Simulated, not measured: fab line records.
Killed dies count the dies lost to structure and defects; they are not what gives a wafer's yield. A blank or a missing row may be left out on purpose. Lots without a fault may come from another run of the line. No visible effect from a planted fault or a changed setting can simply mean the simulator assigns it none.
Which tool did it?	flow gf180mcu	11 lots, 33 wafers sampled, at 4 steps of a route of 602

WHAT EACH GAUGE READ, for each wafer
GF_TOP_METAL_RS_MEAS_05: measures by four-point-probe.
lot	measured	on	TOP_METAL_ALCU_RS (ohm/sq)
L634	day 27 12:05	film metro-02	0.0324 0.0322 0.0321
L636	day 28 00:54	film metro-01	0.0328 0.0328 0.0328
L638	day 28 20:25	film metro-01	0.0330 0.0328 0.0326
L639	day 29 03:46	film metro-02	0.0331 0.0388 0.0335 0.0331 0.0389 0.0335
L648	day 31 21:05	film metro-01	0.0324 0.0326 0.0323
L650	day 32 09:40	film metro-02	0.0328 0.0328 0.0326
L651	day 32 10:29	film metro-02	0.0328 0.0326 0.0327
L652	day 33 01:47	film metro-02	0.0325 0.0324 0.0325
L653	day 33 03:06	film metro-04	0.0320 0.0320 0.0316
L655	day 33 06:57	film metro-01	0.0323 0.0325 0.0321
L656	day 33 16:05	film metro-01	0.0324 0.0323 0.0326

TOOL THAT RAN EACH LOT (tool first, then ch and the chambers of the sampled wafers, then the start)
lot	GF_MIM_STRIP_20	GF_TOP_METAL_SPUTTER_02	GF_TOP_METAL_SPUTTER_04
L634	plasma asher-04 ch 0,1, day 25 15:23	pvd sputter-04, day 27 11:58	pvd sputter-04, day 27 12:02
L636	plasma asher-03 ch 0,1, day 26 05:06	pvd sputter-03, day 28 00:49	pvd sputter-03, day 28 00:53
L638	plasma asher-03 ch 0,1, day 27 00:59	pvd sputter-04, day 28 20:19	pvd sputter-04, day 28 20:23
L639	plasma asher-04 ch 0,1, day 27 09:16	pvd sputter-04, day 29 03:41	pvd sputter-04, day 29 03:44
L648	plasma asher-04 ch 0,1, day 30 06:07	pvd sputter-01, day 31 20:59	pvd sputter-01, day 31 21:03
L650	plasma asher-04 ch 0,1, day 30 19:16	pvd sputter-01, day 32 09:31	pvd sputter-01, day 32 09:35
L651	plasma asher-04 ch 0,1, day 30 19:53	pvd sputter-01, day 32 10:24	pvd sputter-01, day 32 10:28
L652	plasma asher-04 ch 0,1, day 31 12:56	pvd sputter-01, day 33 01:41	pvd sputter-01, day 33 01:45
L653	plasma asher-04 ch 0, day 31 14:38	pvd sputter-03, day 33 02:59	pvd sputter-03, day 33 03:04
L655	plasma asher-04 ch 0,1, day 31 18:32	pvd sputter-03, day 33 06:52	pvd sputter-03, day 33 06:55
L656	plasma asher-02 ch 0,1, day 32 05:19	pvd sputter-04, day 33 15:58	pvd sputter-04, day 33 16:02
- GF_MIM_STRIP_20: strips in O2/N2.
- GF_TOP_METAL_SPUTTER_02: material AlCu, target thk 900 nm, time 47.82 s.
- GF_TOP_METAL_SPUTTER_04: material TiN, target thk 25 nm, time 20.8 s.

THE ANSWER, worked out from the rows above alone
Rule: the lots themselves supply what counts as usual. The widest of any qualifying gaps counts: lots, ordered by their means at a reading, are off when they make up no more than a third of the lots, leave a main group of 4 or more, and stand apart from it by 3 or more times the standard deviation of that group's means. A main group is skipped when, at the precision printed for the reading in the tables above, its means are all equal. Also off: a lot with no number at a reading for which 4 or more lots have one. Any other lot the step has rows for is counted as sound.
Off: at GF_TOP_METAL_RS_MEAS_05 (TOP_METAL_ALCU_RS), L639. The main group has a mean of 0.0325 ohm/sq with a standard deviation of 0.00028.
A tool fits if, at a process step before that reading, it ran every lot that is off, and no sound lot after the first of them. Those tools and the gauges at GF_TOP_METAL_RS_MEAS_05 are tried in the same way. Of those tried, none fits.

WHAT WAS PUT IN BY THE SIMULATOR
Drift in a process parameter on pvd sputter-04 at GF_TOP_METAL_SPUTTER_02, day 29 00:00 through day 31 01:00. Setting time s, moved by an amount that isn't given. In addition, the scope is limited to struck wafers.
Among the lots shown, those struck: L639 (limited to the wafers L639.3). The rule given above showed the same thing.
